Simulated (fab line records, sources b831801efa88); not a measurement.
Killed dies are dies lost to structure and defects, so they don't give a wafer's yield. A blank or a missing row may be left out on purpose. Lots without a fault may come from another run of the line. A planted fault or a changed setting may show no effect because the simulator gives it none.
Which tool did it? | flow sky130 | 10 lots, 30 wafers sampled, at 1 step of a route of 708

WHAT THE GAUGES READ, wafer by wafer
SKY_LI_CONTACT_CD_MEAS_12: target cd 170 nm.
lot  | measured     | on        | cd_nm (nm)
L595 | day 29 20:35 | cd_sem-02 | 170.8 169.4 170.0
L596 | day 29 23:12 | cd_sem-01 | 168.9 170.5 169.2
L599 | day 31 08:25 | cd_sem-02 | 171.6 170.8 170.4
L601 | day 32 00:18 | cd_sem-01 | 171.7 172.2 172.3
L602 | day 32 04:23 | cd_sem-02 | 170.4 169.9 171.1
L603 | day 32 12:01 | cd_sem-02 | 169.5 170.6 171.9
L604 | day 32 20:50 | cd_sem-02 | 169.7 168.7 171.2
L613 | day 35 17:37 | cd_sem-02 | 169.5 168.0 169.3
L614 | day 36 01:14 | cd_sem-02 | 168.4 170.5 171.2
L615 | day 36 05:56 | cd_sem-02 | 172.0 173.0 169.9

WHICH TOOL RAN EACH LOT (tool, then ch and the chambers of the sampled wafers, then the start)
The record holds no process step before these readings.

WHAT THE TOOLS THEMSELVES READ (means of the sampled wafers that have a number; where no wafer has one, the mark that the record gives instead)
The record holds no such reading with a usual standard deviation.

THE ANSWER, worked out from the rows above alone
Rule: what is usual is taken from the lots themselves. Put in order of their means at a reading, lots are off if they are a third of the lots or fewer, leave a main group of 4 or more, and stand apart from it by a gap of 3 or more times the standard deviation of the main group's means; of several such gaps the widest counts. A main group whose means are all the same, to the digits that the tables above print for the reading, isn't used. A lot without any number at a reading at which 4 lots or more have one is off too. The other lots that the step has rows for count as sound. The gauges are gone through in route order, then the tools' own readings, and for those a lot's mean is taken as printed above. The first step at which some lot is off is used, and at that step the reading that is off furthest; a lot without a number counts as furthest.
No lot is off at any reading shown: from this, nothing can be told.

WHAT THE SIMULATOR HAD PUT IN
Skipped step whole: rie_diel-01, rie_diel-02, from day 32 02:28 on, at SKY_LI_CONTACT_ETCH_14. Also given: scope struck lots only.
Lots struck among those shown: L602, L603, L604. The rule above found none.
